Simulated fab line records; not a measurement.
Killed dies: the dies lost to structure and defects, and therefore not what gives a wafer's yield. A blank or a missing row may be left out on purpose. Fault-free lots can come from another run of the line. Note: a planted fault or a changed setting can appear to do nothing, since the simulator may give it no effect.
Which tool was responsible?	flow gf180mcu	12 lots, 36 wafers sampled, at 6 steps of a route of 602

== WHAT THE GAUGES SHOWED, per wafer ==
GF_M3_RS_MEAS_05: measures by four-point-probe. Usual: for M3_ALCU_RS the level is 0.0699 ohm/sq and the standard deviation is 0.001.
lot	measured	on	M3_ALCU_RS (ohm/sq)	flag
L915	day 20 19:01	film_metro-03	0.0696 0.0691 0.0698	
L916	day 21 01:14	film_metro-03	0.0680 0.0687 0.0687	
L917	day 21 15:14	film_metro-03	0.0700 0.0709 0.0706	
L918	day 22 05:59	film_metro-04	0.0698 0.0701 0.0708	
L923	day 23 15:33	film_metro-04	0.0675 0.0684 0.0678	
L924	day 23 23:50	film_metro-03	0.0721 0.0722 0.0721	
L925	day 24 11:30	film_metro-04	0.0706 0.0698 0.0711	
L926	day 24 17:07	film_metro-03	0.0694 0.0701 0.0689	
L930	day 26 04:16	film_metro-03	0.0705 0.0691 0.0701	
L933	day 27 02:55	film_metro-02	0.0703 0.0699 0.0704	
L934	day 27 12:02	film_metro-02	0.0696 0.0694 0.0696	
L937	day 28 06:17	film_metro-02	0.0703 0.0697 0.0703	

GF_V3_THK_MEAS_01. Usual: for V3_CVD_00_THK the level is 606 nm and the standard deviation is 7.6.
lot	measured	on	V3_CVD_00_THK (nm)	flag
L915	day 21 20:35	film_metro-03	598 605 602	
L916	day 22 02:29	film_metro-04	608 597 593	
L917	day 22 15:55	film_metro-04	594 588 601	
L918	day 23 06:34	film_metro-03	599 596 593	
L923	day 24 15:31	film_metro-04	612 607 609	
L924	day 24 22:59	film_metro-04	610 611 606	
L925	day 25 09:12	film_metro-03	1205 1205 1233	OFF
L926	day 25 18:54	film_metro-04	1213 1208 1207	OFF
L930	day 27 02:22	film_metro-03	611 612 598	
L933	day 28 00:02	film_metro-03	615 613 617	
L934	day 28 09:01	film_metro-03	613 606 612	
L937	day 29 02:10	film_metro-03	611 614 608	

GF_V3_THK_MEAS_03. Usual: for V3_CVD_02_THK the level is 853 nm and the standard deviation is 13.
lot	measured	on	V3_CVD_02_THK (nm)	flag
L915	day 21 20:43	film_metro-04	832 838 874	
L916	day 22 02:37	film_metro-03	853 834 870	
L917	day 22 16:02	film_metro-03	834 835 856	
L918	day 23 06:42	film_metro-01	829 866 839	
L923	day 24 15:38	film_metro-04	862 869 872	
L924	day 24 23:08	film_metro-04	868 843 872	
L925	day 25 09:20	film_metro-04	851 864 841	
L926	day 25 19:05	film_metro-03	845 856 853	
L930	day 27 02:30	film_metro-04	846 884 863	
L933	day 28 00:10	film_metro-04	829 850 839	
L934	day 28 09:08	film_metro-03	832 847 856	
L937	day 29 02:18	film_metro-04	825 865 860	

GF_V3_BOW_MEAS_05. Usual: for V3_BOW the level is 115 um and the standard deviation is 9.8.
lot	measured	on	V3_BOW (um)	flag
L915	day 21 21:05	film_metro-03	114 113 115	
L916	day 22 03:02	film_metro-01	123 111 129	
L917	day 22 16:24	film_metro-01	136 144 129	
L918	day 23 07:04	film_metro-01	135 136 120	
L923	day 24 16:20	film_metro-04	103 109 124	
L924	day 25 00:37	film_metro-03	101 109 126	
L925	day 25 09:41	film_metro-04	141 151 158	OFF
L926	day 25 19:27	film_metro-03	137 149 131	
L930	day 27 02:53	film_metro-03	102 95 103	
L933	day 28 00:41	film_metro-04	97 113 100	
L934	day 28 09:30	film_metro-03	114 115 116	
L937	day 29 02:41	film_metro-03	120 99 118	

== WHICH TOOL RAN EACH LOT (tool, then ch and the chambers of the sampled wafers, then the start) ==
lot	GF_M3_SPUTTER_02	GF_V3_CVD_00
L915	pvd_sputter-01, day 20 18:55	hdpcvd-02 ch 0,1, day 21 20:30
L916	pvd_sputter-01, day 21 01:08	hdpcvd-01 ch 0,1,2, day 22 02:24
L917	pvd_sputter-03, day 21 15:09	hdpcvd-01 ch 0,1, day 22 15:50
L918	pvd_sputter-01, day 22 05:51	hdpcvd-01 ch 0,2, day 23 06:30
L923	pvd_sputter-01, day 23 15:28	hdpcvd-02 ch 0,2, day 24 15:24
L924	pvd_sputter-03, day 23 23:42	hdpcvd-02 ch 0,1, day 24 22:53
L925	pvd_sputter-03, day 24 11:25	hdpcvd-02 ch 0,1, day 25 08:53
L926	pvd_sputter-03, day 24 17:01	hdpcvd-02 ch 0,2, day 25 15:59
L930	pvd_sputter-03, day 26 04:08	hdpcvd-01 ch 0,2, day 27 02:17
L933	pvd_sputter-01, day 27 02:50	hdpcvd-01 ch 1,2, day 27 23:58
L934	pvd_sputter-01, day 27 11:56	hdpcvd-02 ch 1,2, day 28 08:56
L937	pvd_sputter-01, day 28 06:09	hdpcvd-02 ch 0,1,2, day 29 02:05
- GF_M3_SPUTTER_02: material AlCu, target thk 450 nm, time 23.9 s.
- GF_V3_CVD_00: deposits SiO2, target thk 600 nm, time 100 s.

== WHAT THE TOOLS THEMSELVES READ (means of the sampled wafers that have a number; where no wafer has one, the mark that the record gives instead) ==
GF_M3_SPUTTER_02. Usual: cathode_dc_power_W 10600 W, standard deviation 1.8; throttle_valve_pct 30.3 %, standard deviation 0.79.
lot	tool	cathode_dc_power_W (W)	throttle_valve_pct (%)	flag
L915	pvd_sputter-01	10601	30.5	
L916	pvd_sputter-01	10601	30.0	
L917	pvd_sputter-03	10600	30.6	
L918	pvd_sputter-01	10599	29.9	
L923	pvd_sputter-01	10600	30.4	
L924	pvd_sputter-03	10599	31.4	
L925	pvd_sputter-03	10601	30.9	
L926	pvd_sputter-03	10600	30.7	
L930	pvd_sputter-03	10599	31.3	
L933	pvd_sputter-01	10601	30.4	
L934	pvd_sputter-01	10601	30.0	
L937	pvd_sputter-01	10600	30.4	

GF_V3_CVD_00. Usual: 6.000 mTorr for pressure_mtorr, sd 0.011.
lot	tool	pressure_mtorr (mTorr)	flag
L915	hdpcvd-02	6.001	
L916	hdpcvd-01	6.002	
L917	hdpcvd-01	6.013	
L918	hdpcvd-01	6.008	
L923	hdpcvd-02	5.990	
L924	hdpcvd-02	5.999	
L925	hdpcvd-02	5.999	
L926	hdpcvd-02	6.005	
L930	hdpcvd-01	5.986	
L933	hdpcvd-01	5.991	
L934	hdpcvd-02	5.989	
L937	hdpcvd-02	5.998	

== THE ANSWER, worked out from the rows above alone ==
Rule: a lot is off if the mean of its wafers that have a number lies more than 3 standard deviations from the usual mean. Also off: a lot with no number at a reading for which 4 or more lots have one. Any other lot the step has rows for is counted as sound. Order of review: gauges by route order, followed by the tools' own readings, for which a lot's mean as printed above is used. At the first step where some lot is off, the reading lying furthest off is the one used; lots without a number count as furthest.
Off: L925, L926, seen at GF_V3_THK_MEAS_01 (V3_CVD_00_THK).
A tool fits if, at a process step before that reading, it ran every lot that is off, and no sound lot after the first of them. Gauges at GF_V3_THK_MEAS_01: tried the same way as those tools. Of those tried, none fits.

== WHAT THE SIMULATOR HAD PUT IN ==
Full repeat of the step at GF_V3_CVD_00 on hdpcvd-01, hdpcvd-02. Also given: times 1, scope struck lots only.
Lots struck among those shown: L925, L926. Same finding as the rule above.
